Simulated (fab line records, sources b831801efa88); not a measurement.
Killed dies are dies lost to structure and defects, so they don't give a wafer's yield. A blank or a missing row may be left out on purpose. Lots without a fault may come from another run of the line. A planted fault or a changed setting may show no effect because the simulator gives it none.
Which tool did it? | flow sky130 | 24 lots, 72 wafers sampled, at 6 steps of a route of 708

WHAT THE GAUGES READ, wafer by wafer
SKY_LI_CONTACT_RS_MEAS_22: measures by four-point-probe.
lot  | measured     | on            | LI_CONTACT_W_RS (ohm/sq)
L074 | day 28 17:26 | film_metro-01 | 0.2807 0.2882 0.2821
L075 | day 29 13:30 | film_metro-01 | 0.2824 0.2796 0.2816
L076 | day 30 00:29 | film_metro-03 | 0.2808 0.2885 0.2861
L077 | day 30 10:00 | film_metro-04 | 0.2777 0.2820 0.2821
L078 | day 30 14:10 | film_metro-04 | 0.2794 0.2802 0.2776
L079 | day 30 20:04 | film_metro-03 | 0.2796 0.2813 0.2812
L080 | day 31 03:32 | film_metro-03 | 0.2801 0.2837 0.2861
L081 | day 31 13:01 | film_metro-03 | 0.2832 0.2842 0.2853
L082 | day 31 19:16 | film_metro-01 | 0.2819 0.2850 0.2864
L083 | day 32 04:16 | film_metro-03 | 0.2836 0.2803 0.2825
L084 | day 32 21:54 | film_metro-03 | 0.2850 0.2851 0.2860
L085 | day 32 21:56 | film_metro-01 | 0.2842 0.2830 0.2794
L086 | day 33 08:15 | film_metro-03 | 0.2846 0.2796 0.2831
L087 | day 33 14:46 | film_metro-01 | 0.2846 0.2857 0.2765
L088 | day 33 23:47 | film_metro-01 | 0.2770 0.2789 0.2808
L089 | day 34 10:04 | film_metro-01 | 0.2847 0.2877 0.2839
L090 | day 34 13:26 | film_metro-04 | 0.2830 0.2856 0.2857
L091 | day 34 22:59 | film_metro-01 | 0.2764 0.2807 0.2855
L092 | day 35 08:31 | film_metro-04 | 0.2836 0.2801 0.2812
L093 | day 35 09:47 | film_metro-01 | 0.2831 0.2845 0.2827
L094 | day 35 19:52 | film_metro-04 | 0.2885 0.2850 0.2851
L095 | day 36 01:35 | film_metro-04 | 0.2830 0.2841 0.2863
L096 | day 36 07:10 | film_metro-04 | 0.2826 0.2829 0.2851
L097 | day 37 04:25 | film_metro-01 | 0.2862 0.2858 0.2854

SKY_VIA2_RS_MEAS_22: measures by four-point-probe.
lot  | measured     | on            | VIA2_W_RS (ohm/sq)
L074 | day 35 23:50 | film_metro-02 | 0.2734 0.2736 0.2709
L075 | day 36 16:59 | film_metro-04 | 0.2748 0.2734 0.2739
L076 | day 37 06:49 | film_metro-03 | 0.2696 0.2698 0.2705
L077 | day 37 12:57 | film_metro-04 | 0.2760 0.2780 0.2729
L078 | day 37 18:48 | film_metro-04 | 0.2742 0.2734 0.2745
L079 | day 37 22:32 | film_metro-02 | 0.2771 0.2738 0.2776
L080 | day 38 04:54 | film_metro-04 | 0.2756 0.2748 0.2773
L081 | day 38 13:12 | film_metro-04 | 0.2766 0.2718 0.2757
L082 | day 38 19:40 | film_metro-04 | 0.2742 0.2725 0.2721
L083 | day 39 03:11 | film_metro-02 | 0.2689 0.2705 0.2715
L084 | day 39 19:49 | film_metro-04 | 0.2725 0.2751 0.2752
L085 | day 39 21:02 | film_metro-04 | 0.2736 0.2675 0.2701
L086 | day 40 04:26 | film_metro-04 | 0.2720 0.2712 0.2731
L087 | day 40 11:14 | film_metro-02 | 0.2736 0.2704 0.2743
L088 | day 40 17:32 | film_metro-03 | 0.2792 0.2762 0.2748
L089 | day 41 06:12 | film_metro-04 | 0.2749 0.2711 0.2734
L090 | day 41 09:12 | film_metro-02 | 0.2730 0.2753 0.2697
L091 | day 41 17:54 | film_metro-04 | 0.2760 0.2750 0.2750
L092 | day 41 23:53 | film_metro-02 | 0.2724 0.2710 0.2739
L093 | day 42 02:52 | film_metro-04 | 0.2721 0.2754 0.2725
L094 | day 42 12:08 | film_metro-03 | 0.2720 0.2736 0.2767
L095 | day 42 15:53 | film_metro-03 | 0.2710 0.2749 0.2718
L096 | day 42 20:07 | film_metro-02 | 0.2725 0.2744 0.2738
L097 | day 43 16:31 | film_metro-03 | 0.2700 0.2727 0.2724

SKY_VIA3_CD_MEAS_12: target cd 200 nm.
lot  | measured     | on        | cd_nm (nm)
L074 | day 39 08:22 | cd_sem-01 | 199.4 200.1 198.7
L075 | day 39 23:25 | cd_sem-01 | 201.0 201.3 198.8
L076 | day 40 14:01 | cd_sem-01 | 200.1 199.0 201.5
L077 | day 40 18:28 | cd_sem-02 | 197.6 197.3 198.6
L078 | day 41 01:15 | cd_sem-02 | 198.5 199.3 198.5
L079 | day 41 03:54 | cd_sem-01 | 201.0 200.1 199.1
L080 | day 41 10:08 | cd_sem-02 | 202.9 202.8 201.3
L081 | day 41 17:14 | cd_sem-02 | 199.8 199.4 197.8
L082 | day 41 22:50 | cd_sem-01 | 199.0 198.8 199.2
L083 | day 42 07:00 | cd_sem-02 | 201.5 201.3 202.1
L084 | day 42 22:44 | cd_sem-01 | 202.2 201.2 202.5
L085 | day 42 23:25 | cd_sem-01 | 199.0 199.7 199.0
L086 | day 43 06:56 | cd_sem-01 | 199.3 199.0 200.8
L087 | day 43 13:22 | cd_sem-02 | 196.8 197.3 197.9
L088 | day 43 18:56 | cd_sem-01 | 200.8 200.7 201.9
L089 | day 44 06:17 | cd_sem-01 | 201.6 200.7 200.8
L090 | day 44 09:43 | cd_sem-01 | 198.5 199.6 199.4
L091 | day 44 18:44 | cd_sem-02 | 201.9 202.6 201.9
L092 | day 44 22:37 | cd_sem-02 | 202.0 200.9 200.6
L093 | day 45 02:26 | cd_sem-02 | 197.3 196.9 197.7
L094 | day 45 11:37 | cd_sem-01 | 201.7 200.0 199.5
L095 | day 45 13:52 | cd_sem-02 | 199.1 199.4 198.0
L096 | day 45 17:26 | cd_sem-01 | 199.9 201.2 200.3
L097 | day 46 12:52 | cd_sem-01 | 200.8 200.4 199.5

SKY_CAP2M_RS_MEAS_03: measures by four-point-probe.
lot  | measured     | on            | CAP2M_TIN_RS (ohm/sq)
L074 | day 39 10:14 | film_metro-02 | 6.93 6.88 6.91
L075 | day 40 01:17 | film_metro-03 | 6.83 6.87 6.89
L076 | day 40 15:53 | film_metro-03 | 6.93 6.93 6.88
L077 | day 40 20:28 | film_metro-01 | 6.94 6.97 6.90
L078 | day 41 03:07 | film_metro-01 | 6.98 6.98 7.04
L079 | day 41 05:59 | film_metro-03 | 6.83 6.88 6.80
L080 | day 41 12:01 | film_metro-03 | 6.87 6.85 6.87
L081 | day 41 19:05 | film_metro-01 | 6.92 6.96 6.92
L082 | day 42 00:54 | film_metro-03 | 6.89 6.87 6.89
L083 | day 42 08:54 | film_metro-02 | 6.89 6.89 6.88
L084 | day 43 00:39 | film_metro-02 | 7.06 7.03 7.10
L085 | day 43 01:20 | film_metro-03 | 6.91 6.84 6.90
L086 | day 43 08:47 | film_metro-01 | 6.85 6.84 6.81
L087 | day 43 15:16 | film_metro-01 | 6.88 6.80 6.83
L088 | day 43 20:47 | film_metro-03 | 6.92 6.92 6.91
L089 | day 44 08:08 | film_metro-01 | 6.98 6.98 6.92
L090 | day 44 12:20 | film_metro-02 | 6.89 6.86 6.95
L091 | day 44 21:01 | film_metro-01 | 6.93 6.96 6.95
L092 | day 45 00:28 | film_metro-01 | 6.81 6.88 6.87
L093 | day 45 04:17 | film_metro-03 | 6.76 6.83 6.74
L094 | day 45 13:29 | film_metro-01 | 7.02 6.93 6.93
L095 | day 45 15:44 | film_metro-02 | 6.77 6.80 6.75
L096 | day 45 19:20 | film_metro-01 | 6.99 6.92 6.80
L097 | day 46 14:46 | film_metro-01 | 6.94 6.86 6.86

WHICH TOOL RAN EACH LOT (tool, then ch and the chambers of the sampled wafers, then the start)
lot  | SKY_LI_CONTACT_SPUTTER_19    | SKY_VIA2_SPUTTER_20
L074 | pvd_sputter-01, day 28 17:10 | pvd_sputter-01, day 35 23:38
L075 | pvd_sputter-01, day 29 13:14 | pvd_sputter-01, day 36 16:48
L076 | pvd_sputter-04, day 30 00:13 | pvd_sputter-02, day 37 06:30
L077 | pvd_sputter-04, day 30 09:37 | pvd_sputter-04, day 37 12:46
L078 | pvd_sputter-04, day 30 13:46 | pvd_sputter-01, day 37 18:35
L079 | pvd_sputter-04, day 30 19:46 | pvd_sputter-04, day 37 22:19
L080 | pvd_sputter-03, day 31 03:15 | pvd_sputter-02, day 38 04:41
L081 | pvd_sputter-03, day 31 12:44 | pvd_sputter-02, day 38 12:59
L082 | pvd_sputter-03, day 31 18:59 | pvd_sputter-04, day 38 19:28
L083 | pvd_sputter-01, day 32 03:58 | pvd_sputter-01, day 39 02:58
L084 | pvd_sputter-01, day 32 21:29 | pvd_sputter-01, day 39 19:37
L085 | pvd_sputter-04, day 32 21:40 | pvd_sputter-01, day 39 20:50
L086 | pvd_sputter-04, day 33 07:58 | pvd_sputter-04, day 40 04:13
L087 | pvd_sputter-01, day 33 14:30 | pvd_sputter-02, day 40 11:02
L088 | pvd_sputter-03, day 33 23:31 | pvd_sputter-04, day 40 17:20
L089 | pvd_sputter-01, day 34 09:49 | pvd_sputter-02, day 41 06:01
L090 | pvd_sputter-01, day 34 13:10 | pvd_sputter-01, day 41 09:01
L091 | pvd_sputter-01, day 34 22:43 | pvd_sputter-02, day 41 17:43
L092 | pvd_sputter-04, day 35 08:16 | pvd_sputter-01, day 41 23:41
L093 | pvd_sputter-04, day 35 09:30 | pvd_sputter-02, day 42 02:39
L094 | pvd_sputter-01, day 35 19:36 | pvd_sputter-02, day 42 11:57
L095 | pvd_sputter-01, day 36 01:19 | pvd_sputter-01, day 42 15:42
L096 | pvd_sputter-01, day 36 06:53 | pvd_sputter-01, day 42 19:55
L097 | pvd_sputter-01, day 37 03:59 | pvd_sputter-04, day 43 16:16
- SKY_LI_CONTACT_SPUTTER_19: material Ti, target thk 20 nm, time 106.37 s.
- SKY_VIA2_SPUTTER_20: material TiN, target thk 20 nm, time 80 s.

WHAT THE TOOLS THEMSELVES READ (means of the sampled wafers that have a number; where no wafer has one, the mark that the record gives instead)
SKY_LI_CONTACT_SPUTTER_19.
lot  | tool           | throttle_valve_pct (%)
L074 | pvd_sputter-01 | 29.9
L075 | pvd_sputter-01 | 29.8
L076 | pvd_sputter-04 | 30.3
L077 | pvd_sputter-04 | 29.9
L078 | pvd_sputter-04 | 29.9
L079 | pvd_sputter-04 | 29.4
L080 | pvd_sputter-03 | 28.7
L081 | pvd_sputter-03 | 28.7
L082 | pvd_sputter-03 | 28.8
L083 | pvd_sputter-01 | 29.7
L084 | pvd_sputter-01 | 29.6
L085 | pvd_sputter-04 | 30.1
L086 | pvd_sputter-04 | 29.7
L087 | pvd_sputter-01 | 29.8
L088 | pvd_sputter-03 | 29.2
L089 | pvd_sputter-01 | 29.8
L090 | pvd_sputter-01 | 29.6
L091 | pvd_sputter-01 | 29.9
L092 | pvd_sputter-04 | 29.2
L093 | pvd_sputter-04 | 30.0
L094 | pvd_sputter-01 | 29.7
L095 | pvd_sputter-01 | 29.8
L096 | pvd_sputter-01 | 29.7
L097 | pvd_sputter-01 | 30.3

SKY_VIA2_SPUTTER_20.
lot  | tool           | throttle_valve_pct (%)
L074 | pvd_sputter-01 | 29.6
L075 | pvd_sputter-01 | 29.7
L076 | pvd_sputter-02 | 30.0
L077 | pvd_sputter-04 | 30.1
L078 | pvd_sputter-01 | 29.9
L079 | pvd_sputter-04 | 30.5
L080 | pvd_sputter-02 | 30.8
L081 | pvd_sputter-02 | 29.6
L082 | pvd_sputter-04 | 29.4
L083 | pvd_sputter-01 | 29.7
L084 | pvd_sputter-01 | 30.1
L085 | pvd_sputter-01 | 30.1
L086 | pvd_sputter-04 | 29.4
L087 | pvd_sputter-02 | 28.8
L088 | pvd_sputter-04 | 29.5
L089 | pvd_sputter-02 | 29.5
L090 | pvd_sputter-01 | 29.8
L091 | pvd_sputter-02 | 29.4
L092 | pvd_sputter-01 | 29.8
L093 | pvd_sputter-02 | 30.0
L094 | pvd_sputter-02 | 31.0
L095 | pvd_sputter-01 | 29.8
L096 | pvd_sputter-01 | 29.8
L097 | pvd_sputter-04 | 29.4

THE ANSWER, worked out from the rows above alone
Rule: what is usual is taken from the lots themselves. Put in order of their means at a reading, lots are off if they are a third of the lots or fewer, leave a main group of 4 or more, and stand apart from it by a gap of 3 or more times the standard deviation of the main group's means; of several such gaps the widest counts. A main group whose means are all the same, to the digits that the tables above print for the reading, isn't used. A lot without any number at a reading at which 4 lots or more have one is off too. The other lots that the step has rows for count as sound. The gauges are gone through in route order, then the tools' own readings, and for those a lot's mean is taken as printed above. The first step at which some lot is off is used, and at that step the reading that is off furthest; a lot without a number counts as furthest.
No lot is off at any reading shown: from this, nothing can be told.

WHAT THE SIMULATOR HAD PUT IN
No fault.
